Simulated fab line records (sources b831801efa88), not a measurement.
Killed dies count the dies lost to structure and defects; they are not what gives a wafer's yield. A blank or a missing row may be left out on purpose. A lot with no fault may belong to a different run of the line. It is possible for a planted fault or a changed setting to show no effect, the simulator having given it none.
fab line records	flow sky130
record lots=10	wafers=29	last-day=51
route steps=708 shown SD_N@356 LI_CONTACT@363 PASSIVATION@683 PAD_OPEN@708
lots that met no fault: taken from a fault-free run of the same line
start-h: hours from the record's opening day to when the first of the lot's shown wafers began	wait-h: hours since the lot's step before	" unchanged from the row above	L1.1+2: a single row standing in for several wafers	- no value, or no start given	* or withheld: withheld	< > ~ a bound
route shown NAME@n: a module of which the file shows steps, and the number in the route of the first	usual: mean/standard deviation of fault-free wafers	same: alike in all rows	chamber/n: place in a boat	sites: per-site readings	_std_site: their standard deviation	_edge_site: outer sites' mean less inner sites'	radius-mm: for every site, how far away it sits from the centre of the wafer	mask NAME#n: copy n	behind: the most recent tool/chamber to have shaped the wafer	hold: the reason the lot was held/the length of the hold in hours/how it ended	device: the n, p or np transistor that did not switch	end of line: the tests these same wafers got at the end of their route	step lacking rows: just its recipe	killed: not the wafer's yield, but the dies lost to structure and defects at the first sort	map: dies across one wafer; x = killed, . = not, _ = none there
set.NAME: the setting that was run; set.NAME@STEP: the one run at that earlier step	model.NAME: the simulator's own value behind a step, which no gauge read
route steps across a sampled set of lots; one table per step, one row per wafer
services: from which hour (start-h, from the record's first day; less than 0 if before it) a tool's chamber was out of use, for how many hours, and why
## steps
# step SKY_SD_N_RTA_14
# recipe temp-c=1075	time-s=2	idle-temp-c=650	ramp-up-c-per-s=150	ramp-down-c-per-s=90	ambient=N2
# usual lamp-power-pct=15.74/0.055	wafer_temp_C_max=1078.1/1.4
lot.wafer	tool	chamber	start-h	wait-h	lamp-power-pct	wafer_temp_C_max
L853.1	rtp-anneal-02	0	673.77	0.0	15.66	1082.0
L853.3	"	0	"	"	15.70	1078.4
L853.6	"	0	"	"	15.62	1077.4
L855.3	rtp-anneal-01	0	685.23	0.0	15.65	1080.6
L855.4	"	0	"	"	15.64	1078.7
L855.5	"	0	"	"	15.71	1078.1
L854.1	rtp-anneal-02	0	686.51	0.0	15.85	1077.1
L854.4	"	0	"	"	15.77	1078.9
L854.5	"	0	"	"	15.76	1077.8
L856.1	rtp-anneal-01	0	697.02	0.0	15.68	1080.1
L856.4	"	0	"	"	15.85	1078.5
L856.6	"	0	"	"	15.77	1077.9
L859.2	rtp-anneal-02	0	724.31	0.0	15.89	1081.2
L859.3	"	0	"	"	15.73	1078.2
L859.4	"	0	"	"	15.80	1077.2
L865.1	rtp-anneal-02	0	784.65	0.0	15.68	1076.9
L865.2	"	0	"	"	15.68	1077.5
L870.2	rtp-anneal-02	0	825.06	0.0	15.75	1078.5
L870.3	"	0	"	"	15.68	1077.5
L870.4	"	0	"	"	15.83	1078.3
L872.1	rtp-anneal-01	0	834.96	0.0	15.82	1076.4
L872.2	"	0	"	"	15.81	1078.5
L872.6	"	0	"	"	15.65	1077.2
L874.4	rtp-anneal-01	0	842.94	0.0	15.75	1078.6
L874.5	"	0	"	"	15.68	1079.3
L874.6	"	0	"	"	15.70	1080.1
L875.1	rtp-anneal-02	0	844.35	0.0	15.83	1076.3
L875.2	"	0	"	"	15.82	1078.7
L875.5	"	0	"	"	15.73	1079.6
# step SKY_LI_CONTACT_THK_MEAS_01
# recipe reads=PSG_of_LI_CONTACT_HDPCVD_00
# usual LI_CONTACT_HDPCVD_THK=931/12
lot.wafer	tool	chamber	start-h	wait-h	LI_CONTACT_HDPCVD_THK[nm]
L853.1	film-metro-03	-	674.42	0.1	925
L853.3	"	-	"	"	907
L853.6	"	-	"	"	914
L855.3	film-metro-03	-	685.89	0.1	947
L855.4	"	-	"	"	943
L855.5	"	-	"	"	949
L854.1	film-metro-02	-	687.17	0.1	922
L854.4	"	-	"	"	919
L854.5	"	-	"	"	916
L856.1	film-metro-01	-	697.67	0.1	940
L856.4	"	-	"	"	914
L856.6	"	-	"	"	944
L859.2	film-metro-02	-	724.96	0.1	919
L859.3	"	-	"	"	920
L859.4	"	-	"	"	921
L865.1	film-metro-01	-	785.30	0.1	932
L865.2	"	-	"	"	919
L870.2	film-metro-02	-	825.71	0.1	936
L870.3	"	-	"	"	944
L870.4	"	-	"	"	946
L872.1	film-metro-01	-	835.61	0.1	933
L872.2	"	-	"	"	942
L872.6	"	-	"	"	942
L874.4	film-metro-03	-	843.60	0.0	932
L874.5	"	-	"	"	943
L874.6	"	-	"	"	932
L875.1	film-metro-02	-	845.00	0.1	926
L875.2	"	-	"	"	930
L875.5	"	-	"	"	920
# step SKY_LI_CONTACT_STRIP_16
# recipe chemistry=O2/N2	power-w=1400	pressure-mtorr=1500	platen-temp-c=withheld	o2-flow-sccm=3000	n2-flow-sccm=300	overash-fraction=0.5
# usual drypump-motor-current-A=5.8/0.52	oes-product-au=0.375/0.0045	strip-time-to-endpoint-s=3.478/0.03
lot.wafer	tool	chamber	start-h	wait-h	drypump-motor-current-A	oes-product-au	rf-hours-counter-h	strip-time-to-endpoint-s
L853.1	plasma-asher-02	1	705.21	-	4.7	0.381	102	3.529
L853.3	"	0	"	"	6.2	0.374	-	3.480
L853.6	"	0	"	"	6.2	0.372	-	3.472
L855.3	plasma-asher-02	1	717.60	-	4.7	0.380	-	3.486
L855.4	"	0	"	"	6.2	0.375	-	3.461
L855.5	"	0	"	"	6.2	0.378	-	3.469
L854.1	plasma-asher-03	1	718.18	-	6.2	0.371	57	3.473
L854.4	"	0	"	"	5.6	0.373	-	3.450
L854.5	"	0	"	"	5.6	0.382	-	3.484
L856.1	plasma-asher-02	1	728.46	-	4.7	0.377	105	3.479
L856.4	"	0	"	"	6.2	0.371	-	3.475
L856.6	"	0	"	"	6.2	0.381	-	3.465
L859.2	plasma-asher-02	0	755.91	-	6.2	0.373	1	3.502
L859.3	"	0	"	"	6.2	0.373	-	3.498
L859.4	"	1	"	"	4.7	0.374	-	3.457
L865.1	plasma-asher-01	1	813.60	-	6.2	0.369	40	3.471
L865.2	"	0	"	"	5.4	0.379	40	3.521
L870.2	plasma-asher-03	0	852.73	-	5.6	0.371	71	3.467
L870.3	"	0	"	"	5.6	0.380	-	3.490
L870.4	"	1	"	"	6.2	0.375	-	3.436
L872.1	plasma-asher-03	0	862.75	-	5.6	0.371	72	3.491
L872.2	"	1	"	"	6.2	0.373	72	3.483
L872.6	"	0	"	"	5.6	0.381	-	3.483
L874.4	plasma-asher-01	1	870.50	-	6.2	0.380	-	3.516
L874.5	"	0	"	"	5.4	0.379	-	3.499
L874.6	"	1	"	"	6.2	0.379	-	3.552
L875.1	plasma-asher-03	0	872.68	-	5.6	0.375	73	3.450
L875.2	"	1	"	"	6.3	0.385	73	3.446
L875.5	"	0	"	"	5.6	0.369	-	3.415
# step SKY_PASSIVATION_CVD_02
# recipe material=Si3N4	target-thk-nm=540	temp-c=400	time-s=withheld	rf-w=450
# usual heater-power-outer-w=412/59	heater-power-w=702/85
lot.wafer	tool	chamber	start-h	wait-h	heater-power-outer-w	heater-power-w
L853.1	pecvd-03	2	1066.45	0.1	383	684
L853.3	"	1	"	"	428	703
L853.6	"	1	"	"	457	728
L855.3	pecvd-03	2	1073.88	0.0	425	729
L855.4	"	0	"	"	431	707
L855.5	"	2	"	"	415	741
L854.1	pecvd-04	0	1074.84	0.1	433	733
L854.4	"	0	"	"	431	756
L854.5	"	1	"	"	455	714
L856.1	pecvd-03	0	1081.66	0.1	458	738
L856.4	"	0	"	"	357	585
L856.6	"	0	"	"	396	640
L859.2	pecvd-01	2	1100.55	0.0	448	748
L859.3	"	1	"	"	342	664
L859.4	"	1	"	"	377	707
L865.1	pecvd-03	1	1144.23	0.1	403	654
L865.2	"	2	"	"	409	708
L870.2	pecvd-04	1	1175.74	0.0	369	617
L870.3	"	0	"	"	404	737
L870.4	"	1	"	"	394	647
L872.1	pecvd-01	1	1181.20	0.1	393	734
L872.2	"	2	"	"	534	895
L872.6	"	2	"	"	460	739
L875.1	pecvd-04	0	1186.19	0.1	382	702
L875.2	"	2	"	"	294	516
L875.5	"	1	"	"	402	667
L874.4	pecvd-01	1	1187.07	0.1	409	757
L874.5	"	2	"	"	415	730
L874.6	"	1	"	"	430	781
# step SKY_PASSIVATION_THK_MEAS_03
# recipe reads=Si3N4_of_PASSIVATION_CVD_02
# usual PASSIVATION_CVD_02_THK=541/7.6
lot.wafer	tool	chamber	start-h	wait-h	hold	PASSIVATION_CVD_02_THK[nm]
L853.1	film-metro-02	-	1066.68	-	-	538
L853.3	"	-	"	"	-	540
L853.6	"	-	"	"	-	549
L855.3	film-metro-03	-	1074.12	-	-	535
L855.4	"	-	"	"	-	552
L855.5	"	-	"	"	-	549
L854.1	film-metro-01	-	1075.06	-	-	543
L854.4	"	-	"	"	-	551
L854.5	"	-	"	"	-	543
L856.1	film-metro-01	-	1082.00	-	-	540
L856.4	"	-	"	"	-	544
L856.6	"	-	"	"	-	552
L859.2	film-metro-03	-	1100.78	-	-	537
L859.3	"	-	"	"	-	540
L859.4	"	-	"	"	-	547
L865.1	film-metro-02	-	1144.57	-	await-dispo/0.2h/release	898
L865.2	"	-	"	"	await-dispo/0.2h/release	904
L865.1	film-metro-02	-	1144.79	0.2	-	899
L865.2	"	-	"	"	-	905
L870.2	film-metro-02	-	1176.09	-	-	540
L870.3	"	-	"	"	-	552
L870.4	"	-	"	"	-	546
L872.1	film-metro-03	-	1181.54	-	-	529
L872.2	"	-	"	"	-	522
L872.6	"	-	"	"	-	532
L875.1	film-metro-02	-	1186.41	-	-	541
L875.2	"	-	"	"	-	537
L875.5	"	-	"	"	-	544
L874.4	film-metro-01	-	1187.33	-	-	536
L874.5	"	-	"	"	-	528
L874.6	"	-	"	"	-	529
# step SKY_PASSIVATION_ETCH_11
# recipe chemistry=CF4/O2	target-depth-nm=725	stop-on=AlCu	source-w=800	bias-w=150	pressure-mtorr=150	cf4-flow-sccm=80	O2_flow_sccm=10	time-s=161.1
# usual drypump-motor-current-A=5.7/0.38	oes-product-au=0.978/0.0076	throttle-valve-pct=5.965/0.009
lot.wafer	tool	chamber	start-h	wait-h	drypump-motor-current-A	oes-product-au	rf-hours-counter-h	throttle-valve-pct
L853.1	rie-diel-03	3	1088.70	-	5.1	0.962	20	5.967
L853.3	"	0	"	"	6.0	0.973	22	5.973
L853.6	"	1	"	"	5.5	0.989	-	5.961
L855.3	rie-diel-01	1	1095.37	-	5.7	0.973	4	5.981
L855.4	"	2	"	"	6.2	0.985	13	5.963
L855.5	"	2	"	"	6.2	0.987	-	5.978
L854.1	rie-diel-03	0	1097.10	-	6.0	0.975	22	5.958
L854.4	"	1	"	"	5.5	0.984	18	5.978
L854.5	"	3	"	"	5.2	0.983	-	5.949
L856.1	rie-diel-02	1	1103.25	-	5.7	0.973	11	5.958
L856.4	"	2	"	"	6.4	0.978	16	5.975
L856.6	"	3	"	"	5.3	0.993	-	5.980
L859.2	rie-diel-01	3	1121.70	-	6.3	0.984	19	5.960
L859.3	"	0	"	"	5.9	0.978	20	5.966
L859.4	"	1	"	"	5.7	0.975	5	5.954
L865.1	rie-diel-02	3	1164.00	-	5.3	0.993	20	5.991
L865.2	"	2	"	"	6.4	1.010	19	5.959
L870.2	rie-diel-03	2	1193.57	-	5.6	0.984	9	5.973
L870.3	"	1	"	"	5.5	0.992	-	5.971
L870.4	"	2	"	"	5.6	0.988	-	5.967
L872.1	rie-diel-01	0	1199.20	-	5.9	0.961	23	5.968
L872.2	"	1	"	"	5.7	0.966	8	5.963
L872.6	"	1	"	"	5.8	0.976	-	5.958
L875.1	rie-diel-03	1	1204.32	-	5.5	0.984	22	5.959
L875.2	"	3	"	"	5.2	0.970	23	5.960
L875.5	"	2	"	"	5.6	0.981	-	5.957
L874.4	rie-diel-02	3	1205.05	-	5.3	0.977	22	5.962
L874.5	"	0	"	"	5.3	0.973	-	5.983
L874.6	"	3	"	"	5.3	0.974	-	5.970
# step SKY_PAD_OPEN_PROBE_99
# usual defect-limited-yield=82.6/1.7	killed_at_M0_to_M3=43/7	killed_at_M4_up=3.1/1.5	killed-at-contacts=23/4.9	killed-at-front-end=16/3.9	killed-at-other=0.3/0.52	killed-dies=86/8.2	killed-on-rim=16/3.7	killed-open=47/6.1	killed-short=38/5.8	sort_bin_3_pad_short=0.8/0.41	sort_bin_5_function=10.2/1.3	sort_bin_6_memory=6.4/1.1	sort-n-pass=406/8.2	sort-yield-pct=82.6/1.7
# same gross-dies=492	killed-at-back-side=0	sort_bin_4_leakage[%]=0	sort_bin_8_speed[%]=0
lot.wafer	tool	chamber	start-h	wait-h	hold	defect-limited-yield[%]	killed_at_M0_to_M3	killed_at_M4_up	killed-at-contacts	killed-at-front-end	killed-at-other	killed-dies	killed-on-rim	killed-open	killed-short	sort_bin_3_pad_short[%]	sort_bin_5_function[%]	sort_bin_6_memory[%]	sort-n-pass	sort-yield-pct[%]
L853.1	prober-02	-	1112.15	0.1	-	85.2	36	2	22	13	0	73	18	39	34	0.4	6.9	7.5	419	85.2
L853.3	prober-02	-	1112.25	0.2	-	81.5	47	3	24	17	0	91	18	50	41	1.0	10.4	7.1	401	81.5
L853.6	prober-02	-	1112.40	0.2	-	83.7	30	3	28	19	0	80	20	43	37	1.0	9.1	6.1	412	83.7
L854.1	prober-02	-	1120.28	0.1	-	80.7	45	2	30	18	0	95	15	52	43	0.8	10.2	8.3	397	80.7
L854.4	prober-02	-	1120.43	0.2	-	83.3	44	5	16	17	0	82	10	49	33	0.8	10.6	5.3	410	83.3
L854.5	prober-02	-	1120.48	0.2	-	83.3	42	4	23	13	0	82	12	47	35	0.6	9.8	6.3	410	83.3
L865.1	prober-01	-	1185.72	0.1	await-dispo/3.3h/release	0	46	3	26	13	404	492	96	49	40	0.2	93.1	6.7	0	0
L865.2	prober-01	-	1185.77	0.1	await-dispo/3.3h/release	0	43	3	22	17	407	492	96	43	42	1.4	92.7	5.9	0	0
L870.2	prober-01	-	1213.51	0.1	-	81.9	47	3	28	11	0	89	12	52	37	0.2	12.8	5.1	403	81.9
L870.3	prober-01	-	1213.56	0.2	-	81.9	43	2	25	19	0	89	16	52	37	0.6	11.0	6.5	403	81.9
L870.4	prober-01	-	1213.61	0.2	-	81.5	43	6	25	17	0	91	16	49	39	0.8	9.6	8.1	401	81.5
L872.1	prober-02	-	1218.31	0.1	-	83.5	40	2	21	18	0	81	12	46	33	0.8	8.3	7.3	411	83.5
L872.2	prober-02	-	1218.36	0.1	-	83.1	43	3	24	13	0	83	15	46	37	1.2	8.5	7.1	409	83.1
L872.6	prober-02	-	1218.56	0.2	-	83.7	44	3	21	12	0	80	12	43	37	0.6	10.2	5.5	412	83.7
# killed by level:class
L853.1 VIA1:geometric-particle:open=10 LI_CONTACT:geometric-particle:open=8 METAL1:geometric-particle:short=7 CONTACT:geometric-particle:short=6 VIA2:geometric-particle:open=5 METAL2:geometric-particle:short=5 CONTACT:geometric-particle:open=4 VIA3:geometric-particle:open=4
L853.3 LI_CONTACT:geometric-particle:open=10 POLY_GATE:geometric-particle:short=9 VIA1:geometric-particle:open=9 METAL1:geometric-particle:short=8 CONTACT:geometric-particle:open=8 VIA3:geometric-particle:open=5 VIA2:geometric-particle:open=5 VIA1:geometric-particle:short=4
L853.6 LI_CONTACT:geometric-particle:open=10 CONTACT:geometric-particle:open=7 METAL1:geometric-particle:short=7 FIELD_ISO:geometric-particle:short=5 CONTACT:geometric-particle:short=5 VIA1:geometric-particle:short=4 FIELD_ISO:geometric-particle:open=3 POLY_GATE:geometric-particle:short=3
L854.1 METAL1:geometric-particle:short=10 CONTACT:geometric-particle:open=10 LI_CONTACT:geometric-particle:open=9 VIA2:geometric-particle:open=7 VIA1:geometric-particle:open=7 FIELD_ISO:geometric-particle:short=6 FIELD_ISO:geometric-particle:open=6 METAL2:geometric-particle:short=6
L854.4 VIA2:geometric-particle:open=12 LI_CONTACT:geometric-particle:open=6 VIA1:geometric-particle:open=6 METAL2:geometric-particle:short=5 CONTACT:geometric-particle:open=5 VIA3:geometric-particle:open=5 POLY_GATE:geometric-particle:short=4 METAL1:geometric-particle:short=4
L854.5 CONTACT:geometric-particle:open=8 VIA3:geometric-particle:open=8 VIA2:geometric-particle:open=7 LOCAL_INTERCONNECT:geometric-particle:short=6 VIA1:geometric-particle:open=6 LI_CONTACT:geometric-particle:open=4 METAL2:geometric-particle:short=4 METAL1:geometric-particle:short=4
L865.1 PASSIVATION:area-etch=403 VIA3:geometric-particle:open=13 VIA1:geometric-particle:open=9 LI_CONTACT:geometric-particle:open=8 CONTACT:geometric-particle:open=7 POLY_GATE:geometric-particle:short=6 METAL1:geometric-particle:short=5 FIELD_ISO:geometric-particle:short=4
L865.2 PASSIVATION:area-etch=407 CONTACT:geometric-particle:open=11 VIA2:geometric-particle:open=10 VIA1:geometric-particle:open=8 POLY_GATE:geometric-particle:short=6 VIA1:geometric-particle:short=6 LOCAL_INTERCONNECT:geometric-particle:short=5 FIELD_ISO:geometric-particle:short=4
L870.2 LI_CONTACT:geometric-particle:open=11 CONTACT:geometric-particle:open=9 VIA1:geometric-particle:open=8 METAL2:geometric-particle:short=7 VIA3:geometric-particle:open=7 VIA3:geometric-particle:short=6 VIA2:geometric-particle:open=5 FIELD_ISO:geometric-particle:open=4
L870.3 VIA3:geometric-particle:open=11 VIA1:geometric-particle:open=10 VIA2:geometric-particle:open=7 CONTACT:geometric-particle:open=7 POLY_GATE:geometric-particle:open=6 POLY_GATE:geometric-particle:short=5 LI_CONTACT:geometric-particle:open=5 LOCAL_INTERCONNECT:geometric-particle:short=5
L870.4 VIA1:geometric-particle:open=17 CONTACT:geometric-particle:open=9 LI_CONTACT:geometric-particle:open=6 VIA3:geometric-particle:open=6 METAL4:geometric-particle:short=6 FIELD_ISO:geometric-particle:short=5 CONTACT:geometric-particle:short=5 METAL1:geometric-particle:short=5
L872.1 CONTACT:geometric-particle:open=8 VIA2:geometric-particle:open=8 VIA1:geometric-particle:open=8 FIELD_ISO:geometric-particle:short=7 VIA1:geometric-particle:short=5 METAL2:geometric-particle:short=5 FIELD_ISO:geometric-particle:open=4 POLY_GATE:geometric-particle:open=4
L872.2 CONTACT:geometric-particle:open=9 VIA1:geometric-particle:open=8 VIA2:geometric-particle:open=7 VIA3:geometric-particle:open=7 LI_CONTACT:geometric-particle:open=6 METAL1:geometric-particle:short=5 POLY_GATE:geometric-particle:short=4 METAL3:geometric-particle:short=4
L872.6 VIA1:geometric-particle:open=15 CONTACT:geometric-particle:open=11 VIA1:geometric-particle:short=9 LI_CONTACT:geometric-particle:open=5 FIELD_ISO:geometric-particle:short=4 POLY_GATE:geometric-particle:short=4 METAL2:geometric-particle:short=4 FIELD_ISO:geometric-particle:open=3
## services
tool	chamber	start-h	hours	kind
plasma-asher-03	-	654.46	1.9	repair
plasma-asher-02	-	685.75	4.7	repair
rie-diel-03	0	725.29	1.2	repair
plasma-asher-03	-	725.99	1.6	repair
plasma-asher-02	-	733.75	9.0	pm
plasma-asher-03	-	763.29	14.6	pm
plasma-asher-02	-	766.30	76.3	repair
rie-diel-03	-	796.17	4.5	repair
plasma-asher-02	-	845.56	7.7	repair
rie-diel-03	2	862.19	1.9	repair
rtp-anneal-02	-	869.06	2.9	repair
plasma-asher-02	-	874.53	15.6	pm
rtp-anneal-01	-	882.29	5.2	pm
plasma-asher-02	-	917.56	2.8	pm
plasma-asher-03	-	967.43	0.3	repair
plasma-asher-02	-	1006.25	8.9	pm
plasma-asher-02	-	1040.53	3.1	repair
rie-diel-03	0	1044.90	5.0	repair
rie-diel-03	-	1052.01	2.8	pm
rie-diel-03	1	1132.75	15.0	repair
rie-diel-03	3	1135.90	3.9	repair
rie-diel-03	0	1152.94	44.9	repair
rie-diel-03	3	1173.26	21.0	repair
plasma-asher-03	-	1189.06	2.8	pm
## key
first-sign step=SKY_PASSIVATION_THK_MEAS_03	reading=visit	direction=added
effect step=SKY_PASSIVATION_THK_MEAS_03	reading=PASSIVATION_CVD_02_THK	direction=up	sigmas=48	usual=541	struck=901
effect step=SKY_PASSIVATION_ETCH_11	reading=oes-product-au	direction=up	sigmas=3.1	usual=0.978	struck=1.002
effect step=SKY_PAD_OPEN_PROBE_99	reading=killed-at-other	direction=up	sigmas=99+	usual=0.3	struck=405.5
more-kills-born-at SKY_PASSIVATION_ETCH_11@rie-diel-02=810
met-at SKY_PASSIVATION_CVD_02
struck-lots L865
struck-wafers L865.1,L865.2
later-rows-left-out L865.1,L865.2
not-acting-at SKY_SD_N_RTA_14,SKY_LI_CONTACT_THK_MEAS_01,SKY_LI_CONTACT_STRIP_16
onset-between 1081.66 1144.23
fault kind=process-parameter-drift	tool=pecvd-03	chamber=-	onset-h=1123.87	steps=SKY_PASSIVATION_CVD_02	channel=time-s	offset=withheld	shape=step	end-h=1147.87	scope=struck-wafers-only	acts-in=*
# later-rows-left-out: the simulator's readings of these wafers behind a module that went badly wrong aren't trusted and aren't shown, but for the sort
